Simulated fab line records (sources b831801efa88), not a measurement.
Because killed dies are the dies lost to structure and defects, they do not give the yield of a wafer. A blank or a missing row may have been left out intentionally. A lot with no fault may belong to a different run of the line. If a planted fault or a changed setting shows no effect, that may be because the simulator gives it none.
Which of the tools did it? ; flow sky130 ; Sampling: 6 lots, 18 wafers, 2 of 708 route steps

== WHAT THE GAUGES READ, wafer by wafer ==
SKY_LI_CONTACT_CD_MEAS_12 targets a cd of 170 nm.
lot;measured;on;cd nm (nm)
L113;day 29 12:32;cd sem-02;171.0 169.9 170.9
L116;day 30 15:02;cd sem-01;169.3 169.2 169.8
L119;day 31 08:52;cd sem-02;170.7 170.3 170.3
L121;day 32 04:20;cd sem-02;172.7 172.4 171.8
L131;day 35 06:02;cd sem-02;169.3 169.3 169.3
L133;day 35 19:17;cd sem-02;172.4 171.5 171.6

== WHICH TOOL RAN EACH LOT (tool, then ch and the chambers of the sampled wafers, then the start) ==
lot;SKY_POLY_GATE_ETCH_17
L113;rie si-01 ch 1,2,3, day 16 14:34
L116;rie si-01 ch 1,2,3, day 17 18:21
L119;rie si-01 ch 0,1,3, day 18 18:01
L121;rie si-02 ch 1,3, day 19 16:11
L131;rie si-02 ch 0,2,3, day 23 04:25
L133;rie si-02 ch 1,2,3, day 23 22:18
- SKY_POLY_GATE_ETCH_17: etches poly-Si in HBr/Cl2, stops on SiO2, target depth 180 nm, time 70.5 s.

== THE ANSWER, worked out from the rows above alone ==
Rule: usual is defined by the lots themselves. The widest of any qualifying gaps counts: lots, ordered by their means at a reading, are off when they make up no more than a third of the lots, leave a main group of 4 or more, and stand apart from it by 3 or more times the standard deviation of that group's means. A main group is skipped when, at the precision printed for the reading in the tables above, its means are all equal. A lot without any number at a reading at which 4 lots or more have one is off too. The other lots that the step has rows for count as sound.
Across all readings shown, no lot is off: no conclusion can be drawn from this.

== WHAT THE SIMULATOR HAD PUT IN ==
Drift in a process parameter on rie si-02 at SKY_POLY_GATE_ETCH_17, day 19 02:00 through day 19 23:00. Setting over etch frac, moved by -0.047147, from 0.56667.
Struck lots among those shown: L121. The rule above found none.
